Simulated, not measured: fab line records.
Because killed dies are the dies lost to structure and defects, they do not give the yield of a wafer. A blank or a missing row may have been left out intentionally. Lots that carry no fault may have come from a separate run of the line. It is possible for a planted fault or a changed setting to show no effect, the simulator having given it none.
What tool caused it? ; flow gf180mcu ; Sampling: 10 lots, 30 wafers, 6 of 602 route steps

## WHAT EACH GAUGE READ, for each wafer
GF_STI_THK_MEAS_24.
lot;measured;on;STI_CVD_23_THK (nm)
L804;day 2 06:25;film metro-03;648 640 650
L805;day 2 10:20;film metro-04;652 652 644
L806;day 2 16:10;film metro-03;626 644 632
L808;day 3 02:16;film metro-02;647 661 649
L812;day 3 21:56;film metro-04;372 370 354 372 370 354
L813;day 4 02:20;film metro-02;352 384 371 352 384 370
L817;day 4 22:05;film metro-02;639 651 643
L818;day 5 03:34;film metro-03;650 647 656
L821;day 5 18:47;film metro-04;637 641 631
L827;day 7 02:26;film metro-04;631 639 641

GF_SALICIDE_THK_MEAS_05: measures by xrf.
lot;measured;on;SALICIDE_TIN_THK (nm)
L804;day 15 06:17;film metro-03;19.80 19.98 19.79
L805;day 15 13:26;film metro-03;19.78 19.92 20.25
L806;day 16 01:19;film metro-03;19.91 19.73 20.04
L808;day 16 14:58;film metro-01;19.69 19.96 19.56
L817;day 19 22:52;film metro-03;19.96 19.68 20.05
L818;day 20 06:16;film metro-01;20.04 19.67 20.32
L821;day 21 15:00;film metro-01;19.74 19.74 19.45
L827;day 23 07:55;film metro-03;19.99 19.97 19.99

GF_M1_RS_MEAS_05: measurement is done with a four-point probe.
lot;measured;on;M1_ALCU_RS (ohm/sq)
L804;day 16 06:38;film metro-04;0.0695 0.0691 0.0698
L805;day 16 13:47;film metro-01;0.0683 0.0686 0.0685
L806;day 17 02:13;film metro-01;0.0702 0.0690 0.0687
L808;day 17 16:31;film metro-03;0.0688 0.0694 0.0694
L817;day 21 01:34;film metro-01;0.0714 0.0694 0.0700
L818;day 21 09:23;film metro-03;0.0700 0.0694 0.0701
L821;day 22 16:41;film metro-03;0.0699 0.0700 0.0687
L827;day 24 08:40;film metro-01;0.0699 0.0708 0.0706

## EACH LOT AND THE TOOL THAT RAN IT (in order: tool; ch and the chambers of the sampled wafers; start)
lot;GF_STI_CVD_23;GF_STI_CMP_25;GF_M1_SPUTTER_02
L804;hdpcvd-02 ch 0,2, day 2 06:20;cmp-02 ch 0,2,3, day 2 06:31;pvd sputter-04, day 16 06:32
L805;hdpcvd-01 ch 0,1, day 2 10:16;cmp-01 ch 1,2,3, day 2 10:29;pvd sputter-03, day 16 13:41
L806;hdpcvd-01 ch 0,2, day 2 16:06;cmp-02 ch 1,2,3, day 2 16:28;pvd sputter-02, day 17 02:08
L808;hdpcvd-02 ch 0,1, day 3 02:11;cmp-02 ch 0,1,2, day 3 02:20;pvd sputter-04, day 17 16:26
L812;hdpcvd-01 ch 0,1,2, day 3 21:52;cmp-02 ch 0,1, day 4 07:37;-
L813;hdpcvd-01 ch 0,1,2, day 4 02:16;cmp-01 ch 0,2,3, day 4 08:58;-
L817;hdpcvd-02 ch 0,1,2, day 4 22:01;cmp-02 ch 0,1,2, day 4 22:12;pvd sputter-04, day 21 01:28
L818;hdpcvd-02 ch 0,2, day 5 03:28;cmp-02 ch 0,3, day 5 03:40;pvd sputter-02, day 21 09:17
L821;hdpcvd-02 ch 1,2, day 5 18:42;cmp-01 ch 0,2, day 5 18:53;pvd sputter-04, day 22 16:35
L827;hdpcvd-02 ch 1,2, day 7 02:22;cmp-01 ch 1,2,3, day 7 02:40;pvd sputter-04, day 24 08:34
- GF_STI_CVD_23: deposits SiO2, target thk 650 nm, time 108.3 s.
- GF_STI_CMP_25: polishes, stops on Si3N4, t overpolish 33 s, target thk 524.6 nm.
- GF_M1_SPUTTER_02: material AlCu, target thk 450 nm, time 23.9 s.

## AS READ BY THE TOOLS THEMSELVES (means over the sampled wafers that have a number; for cases with no such wafer, the mark the record gives instead)
GF_STI_CMP_25.
lot;tool;head pressure psi (psi);motor current A (A);slurry filter dp kPa (kPa);time to endpoint s (s)
L804;cmp-02;4.001;12.6;13.42;133
L805;cmp-01;4.002;11.8;13.46;126
L806;cmp-02;4.007;11.7;13.44;124
L808;cmp-02;3.997;11.7;13.59;133
L812;cmp-02;3.994;11.8;13.56;73
L813;cmp-01;4.000;11.8;13.53;65
L817;cmp-02;4.001;11.6;13.47;128
L818;cmp-02;3.999;12.4;13.65;123
L821;cmp-01;4.008;11.5;13.58;114
L827;cmp-01;4.005;12.2;13.55;118

GF_M1_SPUTTER_02.
lot;tool;throttle valve pct (%)
L804;pvd sputter-04;29.1
L805;pvd sputter-03;29.7
L806;pvd sputter-02;29.7
L808;pvd sputter-04;28.9
L817;pvd sputter-04;29.2
L818;pvd sputter-02;29.5
L821;pvd sputter-04;29.2
L827;pvd sputter-04;30.2

## THE ANSWER, worked out from the rows above alone
Rule: usual is defined by the lots themselves. Put in order of their means at a reading, lots are off if they are a third of the lots or fewer, leave a main group of 4 or more, and stand apart from it by a gap of 3 or more times the standard deviation of the main group's means; of several such gaps the widest counts. A main group is skipped when, at the precision printed for the reading in the tables above, its means are all equal. A lot without any number at a reading at which 4 lots or more have one is off too. The other lots that the step has rows for count as sound. The gauges are gone through in route order, then the tools' own readings, and for those a lot's mean is taken as printed above. At the first step where some lot is off, the reading lying furthest off is the one used; lots without a number count as furthest.
Off: L812, L813, seen at GF_STI_THK_MEAS_24 (STI_CVD_23_THK). The main group: mean 644 nm, standard deviation 6.7.
If a tool, at a process step before that reading, ran all the lots that are off and no sound lot after the first of them, it fits. Not tried: the gauges at GF_STI_THK_MEAS_24; whatever is off there is also off at GF_STI_CMP_25, on other tools, and gauge error can't account for it. One candidate fits, namely hdpcvd-01 at GF_STI_CVD_23. Its last sound lot is L806 (day 2 16:06), its first lot that is off L812 (day 3 21:52): a fault that began between those two fits.

## WHAT THE SIMULATOR PUT IN
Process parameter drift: hdpcvd-01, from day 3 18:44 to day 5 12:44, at GF_STI_CVD_23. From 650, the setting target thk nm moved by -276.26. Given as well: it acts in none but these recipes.
Shown lots that were struck: L812, L813. The rule above reached the same finding.
